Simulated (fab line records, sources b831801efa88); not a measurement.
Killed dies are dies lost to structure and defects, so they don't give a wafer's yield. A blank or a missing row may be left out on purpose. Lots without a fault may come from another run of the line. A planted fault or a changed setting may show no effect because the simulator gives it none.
Problem report in the 8D (eight disciplines) form, filled by code | flow gf180mcu | the parts of the form that need people (team, actions taken, sign-off) are left out

1. THE PROBLEM
cathode_dc_power_W at GF_MIM_SPUTTER_09 reads a mean of 7116.1 W on 1 wafer of 1 lot; wafers without a fault read 6500.1 W with a standard deviation of 1.3. That is +99 or more standard deviations from the usual mean.
The step: material TiN, target thk 35 nm, time 29.2 s.
First seen on wafer L873.5, day 29 22:34, on pvd_sputter-01. The record holds 15 wafers of 5 lots with a number at this step. Rule for "out", or "out of limits": more than 4 standard deviations from the usual mean. The other wafers with a number count as sound.

2. WHAT IT IS AND WHAT IT IS NOT
question                    | is                 | is not
which readings at this step | cathode_dc_power_W | throttle_valve_pct
which lots                  | L873               | L856, L860, L871, L877
which wafers of those lots  | L873.5             | L873.2, L873.3
read on which tools         | pvd_sputter-01     | pvd_sputter-02, pvd_sputter-04
when                        | from day 29 22:34  | up to then (11 sound wafers); but 3 sound wafers of L877 came after

3. SUSPECTS, AND WHAT RULES EACH OUT
Counting: a tool at a process step up to the reading stays a suspect if it ran every lot that is out. Sound lots after the first of them don't rule it out here, since some wafers of a struck lot are sound.
- pvd_sputter-04 at GF_MIM_SPUTTER_00 (material Ti, target thk 37.5 nm, time 150 s): kept. It ran the lot that is out, L873 (day 29 22:11); its last sound lot up to then is L860 (day 25 21:41).
- pvd_sputter-04 at GF_MIM_SPUTTER_04 (material TiN, target thk 50 nm, time 41.7 s): kept. It ran the lot that is out, L873 (day 29 22:22); its last sound lot up to then is L860 (day 25 21:52).
- pecvd-02 at GF_MIM_CVD_05 (deposits Si3N4, target thk 42 nm, time 29.086 s): kept. It ran the lot that is out, L873 (day 29 22:25).
- pvd_sputter-01 at GF_MIM_SPUTTER_08 (material AlCu, target thk 200 nm, time 10.6 s): kept. It ran the lot that is out, L873 (day 29 22:33); its last sound lot up to then is L860 (day 25 22:02).
- pvd_sputter-01 at GF_MIM_SPUTTER_09 (material TiN, target thk 35 nm, time 29.2 s): kept. It ran the lot that is out, L873 (day 29 22:34); its last sound lot up to then is L860 (day 25 22:04). Its own readings are out on those wafers: cathode_dc_power_W.
Left after counting: pvd_sputter-04 at GF_MIM_SPUTTER_00, pvd_sputter-04 at GF_MIM_SPUTTER_04, pecvd-02 at GF_MIM_CVD_05, pvd_sputter-01 at GF_MIM_SPUTTER_08, pvd_sputter-01 at GF_MIM_SPUTTER_09.

4. THE CAUSE (what the simulator had put in)
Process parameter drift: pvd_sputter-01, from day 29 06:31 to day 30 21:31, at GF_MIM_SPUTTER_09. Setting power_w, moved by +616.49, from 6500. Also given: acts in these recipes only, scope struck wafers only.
Counting left 5 suspects, and this tool is among them.

5. THE CHAIN OF EFFECTS, in route order
Each row: a reading whose mean over the struck wafers that have a number lies more than 3 standard deviations from the usual. Only readings for which the record gives a usual standard deviation are gone through. hours: the time from each lot's start at the first step in this table that gives one to its start at this step, as a median over the lots. sigmas: the change in usual standard deviations.
hours | step              | reading            | usual    | on struck wafers | change | sigmas
0     | GF_MIM_SPUTTER_09 | cathode_dc_power_W | 6500.1 W | 7116.1           | +616.0 | +99 or more
The process steps in it:
- GF_MIM_SPUTTER_09: material TiN, target thk 35 nm, time 29.2 s.
Later measuring or inspecting steps at which every struck wafer that the step has a row for has a number for every such reading, and none has moved that far: GF_MIM_RS_MEAS_10, GF_MIM_THK_MEAS_11, GF_M5_CD_MEAS_07, GF_M5_OVL_MEAS_08.

6. WHAT WOULD HAVE CAUGHT IT SOONER
In this record the first reading out of limits was taken at day 29 22:34, 16 hours after the fault began at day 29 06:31.
